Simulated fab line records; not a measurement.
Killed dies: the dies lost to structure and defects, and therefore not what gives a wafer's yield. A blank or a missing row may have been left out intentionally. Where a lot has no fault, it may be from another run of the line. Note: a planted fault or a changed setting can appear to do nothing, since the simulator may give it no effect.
Which of the tools did it? | flow sky130 | Sampling: 11 lots, 33 wafers, 5 of 708 route steps

WHAT THE GAUGES SHOWED, per wafer
SKY_VT_ADJUST_HVTP_TW_MEAS_11.
lot  | measured     | on            | VT_ADJUST_HVTP_TW
L928 | day 7 07:40  | film-metro-03 | 1351 1360 1356
L929 | day 7 16:29  | film-metro-03 | 1361 1357 1359
L930 | day 7 19:29  | film-metro-04 | 1358 1361 1355
L933 | day 8 15:48  | film-metro-04 | 1328 1330 1322
L934 | day 8 21:39  | film-metro-03 | 1332 1328 1324
L935 | day 9 06:36  | film-metro-04 | 1358 1354 1361
L941 | day 10 18:39 | film-metro-04 | 1371 1360 1366
L944 | day 11 11:36 | film-metro-04 | 1362 1369 1357
L945 | day 11 17:31 | film-metro-04 | 1365 1371 1376
L946 | day 11 22:06 | film-metro-02 | 1357 1353 1360
L947 | day 12 04:28 | film-metro-02 | 1355 1355 1359

WHAT TOOL EACH LOT RAN ON (gives the tool, then ch and the chambers of the sampled wafers, and finally the start)
lot  | SKY_FIELD_ISO_ETCH_15             | SKY_FIELD_ISO_STRIP_16              | SKY_NWELL_STRIP_25                   | SKY_VT_ADJUST_HVTP_IMPLANT_09
L928 | rie-diel-01 ch 0,2,3, day 3 03:07 | plasma-asher-03 ch 1, day 3 03:10   | plasma-asher-02 ch 0,1, day 6 11:44  | implanter-02 ch 0, day 7 07:25
L929 | rie-diel-03 ch 0,1,2, day 3 08:19 | plasma-asher-01 ch 0,1, day 3 08:24 | plasma-asher-03 ch 0,1, day 6 19:29  | implanter-03 ch 0, day 7 16:16
L930 | rie-diel-01 ch 0,2, day 3 11:07   | plasma-asher-01 ch 0,1, day 3 11:10 | plasma-asher-02 ch 0,1, day 6 22:14  | implanter-01 ch 0, day 7 19:14
L933 | rie-diel-03 ch 0,1,3, day 4 04:49 | plasma-asher-03 ch 0,1, day 4 04:52 | plasma-asher-01 ch 0,1, day 7 17:29  | implanter-01 ch 0, day 8 15:33
L934 | rie-diel-03 ch 1,2,3, day 4 10:28 | plasma-asher-01 ch 0,1, day 4 10:32 | plasma-asher-01 ch 0,1, day 8 00:17  | implanter-01 ch 0, day 8 21:24
L935 | rie-diel-04 ch 1,2,3, day 4 18:37 | plasma-asher-03 ch 0,1, day 4 18:41 | plasma-asher-01 ch 0,1, day 8 08:17  | implanter-03 ch 0, day 9 06:21
L941 | rie-diel-04 ch 0,1,3, day 6 00:19 | plasma-asher-03 ch 0,1, day 6 00:23 | plasma-asher-03 ch 0,1, day 9 19:05  | implanter-03 ch 0, day 10 18:24
L944 | rie-diel-03 ch 0,3, day 6 13:55   | plasma-asher-03 ch 0,1, day 6 13:59 | plasma-asher-03 ch 0,1, day 10 12:20 | implanter-03 ch 0, day 11 11:21
L945 | rie-diel-03 ch 0,1,3, day 6 18:13 | plasma-asher-01 ch 0,1, day 6 18:16 | plasma-asher-01 ch 0,1, day 10 17:47 | implanter-03 ch 0, day 11 17:16
L946 | rie-diel-01 ch 1,2,3, day 7 00:43 | plasma-asher-04 ch 0,1, day 7 00:46 | plasma-asher-03 ch 0,1, day 10 22:05 | implanter-01 ch 0, day 11 21:51
L947 | rie-diel-01 ch 1,3, day 7 06:04   | plasma-asher-04 ch 0,1, day 7 06:07 | plasma-asher-01 ch 0,1, day 11 04:11 | implanter-03 ch 0, day 12 04:13
- SKY_FIELD_ISO_ETCH_15: etches the open film in CHF3/O2, stops on Si, target depth 180 nm, time 72 s.
- SKY_FIELD_ISO_STRIP_16: strips in O2/N2.
- SKY_NWELL_STRIP_25: strips in O2/N2.
- SKY_VT_ADJUST_HVTP_IMPLANT_09

THE ANSWER, worked out from the rows above alone
Rule: the lots themselves supply what counts as usual. The widest of any qualifying gaps counts: lots, ordered by their means at a reading, are off when they make up no more than a third of the lots, leave a main group of 4 or more, and stand apart from it by 3 or more times the standard deviation of that group's means. A main group whose means are all the same, to the digits that the tables above print for the reading, isn't used. A lot without any number at a reading at which 4 lots or more have one is off too. The other lots that the step has rows for count as sound.
Off: L933, L934, at SKY_VT_ADJUST_HVTP_TW_MEAS_11 (VT_ADJUST_HVTP_TW). Main group: mean 1360, sd 4.8.
If a tool, at a process step before that reading, ran all the lots that are off and no sound lot after the first of them, it fits. Those tools and the gauges at SKY_VT_ADJUST_HVTP_TW_MEAS_11 are tried in the same way. None of those tried fits.

WHAT THE SIMULATOR HAD PUT IN
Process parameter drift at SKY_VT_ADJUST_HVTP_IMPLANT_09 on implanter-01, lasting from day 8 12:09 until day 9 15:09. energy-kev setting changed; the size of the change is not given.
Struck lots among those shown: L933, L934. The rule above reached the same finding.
